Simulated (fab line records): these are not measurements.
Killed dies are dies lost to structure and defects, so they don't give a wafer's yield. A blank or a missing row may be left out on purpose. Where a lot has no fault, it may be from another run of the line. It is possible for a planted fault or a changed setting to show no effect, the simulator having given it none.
A struck lot beside a sound one | flow sky130 | 16 out of 708 route steps
Sound: the wafers L128.2, L128.3, L128.6. Struck: wafers L139.1, L139.4 (left out: L139.6, a lot-mate that was not struck); the cause follows at the end.
For every step that has rows: the tool of each side, followed by ch and its chambers, followed by its first start. Under that, the readings that differ: sound wafers | struck wafers | difference of the means | sigmas: that difference in standard deviations of wafers without a fault.
alike: words and numbers the same on both sides, and readings whose means are apart by under 2 such deviations; not compared: readings that were withheld, readings missing a value for some wafer, numbers with overlapping values and no deviation given by the record, and bounds like >300 which may hide the same value.
A row with sigmas, a row that says differs or no value, or rows on one side alone: a step with any of these is where the two part. Non-overlapping numbers with no deviation appear without sigmas and do not part them. Lack of a reading on every wafer of one side parts them only where that side has two or more wafers.

first, 3 steps without rows for these wafers: SKY_METAL2_EXPOSE_12 (exposes mask MM2, target cd 140 nm); SKY_METAL2_PEB_13; SKY_METAL2_DEVELOP_14 (develop time 60 s).
SKY_METAL2_CD_MEAS_15: target cd 140 nm.
  sound on cd_sem-01, day 35 22:52; struck on cd_sem-02, day 39 20:50
  alike: cd_nm
SKY_METAL2_OVL_MEAS_16:
  sound on overlay-02, day 35 22:58; struck on overlay-01, day 39 20:57
  alike: METAL2_OVL
SKY_METAL2_DESCUM_17: chemistry O2, time 8 s.
  sound on rie_metal-03 ch 0,1, day 35 23:00; struck on rie_metal-01 ch 0,1, day 39 20:59
  alike: drypump_motor_current_A, oes_product_au
  not compared: rf_hours_counter_h
SKY_METAL2_ETCH_18: etches BARC in N2/H2, stops on SiO2, time 45.9 s, target depth 60 nm.
  sound on rie_metal-03 ch 0,1, day 35 23:02; struck on rie_metal-01 ch 0,1, day 39 21:01
  alike: drypump_motor_current_A, oes_product_au, throttle_valve_pct
  not compared: rf_hours_counter_h
SKY_METAL2_METAL_ETCH_19: etches the open film in Cl2/BCl3, stops on SiO2, target depth 360 nm, time 78 s.
  sound on rie_metal-03 ch 0,1, day 35 23:05; struck on rie_metal-01 ch 0,1, day 39 21:05
  alike: drypump_motor_current_A, oes_product_au, throttle_valve_pct
  not compared: rf_hours_counter_h
SKY_METAL2_STRIP_20: strips in O2/N2.
  sound on plasma_asher-02 ch 0,1, day 35 23:11; struck on plasma_asher-02 ch 0,1, day 39 21:10
  alike: drypump_motor_current_A, oes_product_au, strip_time_to_endpoint_s
  not compared: rf_hours_counter_h
then, 3 steps without rows for these wafers: SKY_METAL2_STRIP_21 (strips in post etch residue remover, time 1200 s); SKY_METAL2_CLEAN_22 (cleans in IPA, time 180 s); SKY_METAL2_CLEAN_23 (cleans in O3/DIW).
SKY_VIA2_HDPCVD_00: deposits SiO2, target thk 1180 nm, time 196.7 s.
  sound on hdpcvd-01 ch 0,1,2, day 35 23:49; struck on hdpcvd-02 ch 0,2, day 39 21:46
  reading                                  | sound          | struck    | difference | sigmas
  model.SiO2_of_VIA2_HDPCVD_00.thk_nm (nm) | 1177 1156 1170 | 1546 1537 | +374       |
  alike: susceptor_temp_C
SKY_VIA2_THK_MEAS_01:
  sound on film_metro-03, day 35 23:58; struck on film_metro-02, day 39 21:53
  reading              | sound          | struck    | difference | sigmas
  VIA2_HDPCVD_THK (nm) | 1178 1155 1171 | 1547 1538 | +374       | +25
SKY_VIA2_CMP_02: polishes SiO2.
  sound on cmp-02 ch 0,1, day 36 00:04; struck on cmp-01 ch 2,3, day 39 22:03
  alike: motor_current_A
-- the record jumps here: 9 days lie between the struck wafers' starts before and after (it left off in module VIA2 and takes up again in module PAD_OPEN, whose first step shown is number 708 of the route) --
SKY_PAD_OPEN_PROBE_99:
  sound on prober-01, day 46 09:27; struck on prober-02, day 49 09:10
  alike: defect_limited_yield, killed_at_M0_to_M3, killed_at_M4_up, killed_at_contacts, killed_at_front_end, killed_at_other, killed_dies, killed_open, killed_short, sort_bin_3_pad_short, sort_bin_5_function, sort_bin_6_memory, sort_n_pass, sort_yield_pct

## WHERE THEY PART
Only at SKY_VIA2_THK_MEAS_01, within this record. Later steps at which nothing parts them and some readings are alike: SKY_VIA2_CMP_02, SKY_PAD_OPEN_PROBE_99.

WHY: whatever the simulator had introduced
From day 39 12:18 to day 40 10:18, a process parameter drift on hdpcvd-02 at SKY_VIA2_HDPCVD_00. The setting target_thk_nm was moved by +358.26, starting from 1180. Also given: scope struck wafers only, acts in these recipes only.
